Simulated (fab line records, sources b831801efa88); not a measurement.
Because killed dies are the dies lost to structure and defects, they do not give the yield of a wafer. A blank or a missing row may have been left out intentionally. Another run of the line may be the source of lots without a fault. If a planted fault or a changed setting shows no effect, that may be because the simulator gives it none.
Matching of chambers -- flow sfq-line -- SFQ_TRILAYER_I4_CMP_CMP_100 on cmp-01 has 4 sister chambers
The step polishes SiO2. 4 wafers are shown with their chamber, then 10 later ones without.

== WAFERS, EACH WITH ITS CHAMBER ==
wafer,chamber,motor-current-A (A)
L646.1,1,9.8
L647.1,2,10.1
L648.2,0,8.4
L648.3,3,9.9

== WAFERS WHOSE CHAMBER IS MISSING ==
wafer,motor-current-A (A)
L648.6,9.4
L654.2,9.9
L654.5,10.0
L654.6,8.7
L659.1,10.5
L659.4,10.2
L659.5,10.2
L663.2,9.1
L663.4,9.7
L663.5,9.9

== THE CHAMBER EACH PASSED THROUGH ==
wafer,from the rows above,in truth
L648.6,can't be placed: 1 or 3 or 2 or 0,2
L654.2,can't be placed: 3 or 1 or 2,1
L654.5,can't be placed: 2 or 3 or 1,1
L654.6,0,0
L659.1,can't be placed: 2 or 3 or 1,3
L659.4,can't be placed: 2 or 3 or 1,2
L659.5,can't be placed: 2 or 3 or 1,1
L663.2,can't be placed: 0 or 1 or 3 or 2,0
L663.4,can't be placed: 1 or 3 or 2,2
L663.5,can't be placed: 3 or 1 or 2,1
Placed correctly: 1 of 10. Cannot be placed on the basis of these rows: 9; the candidates contain the true chamber in 9. Wrongly placed: 0.
How it was worked out, from the rows above alone: a wafer's distance from a chamber is the root of the sum, over the readings, of the square of ((its reading less the chamber's mean) divided by the reading's scatter). If the next closest chamber is less than 2 further off than the closest, the wafer can't be placed; otherwise it belongs to the closest. Each chamber's mean is taken over the wafers shown for it. The scatter: root of mean squared gap, hidden wafer to nearest shown wafer, with one shown wafer a chamber.
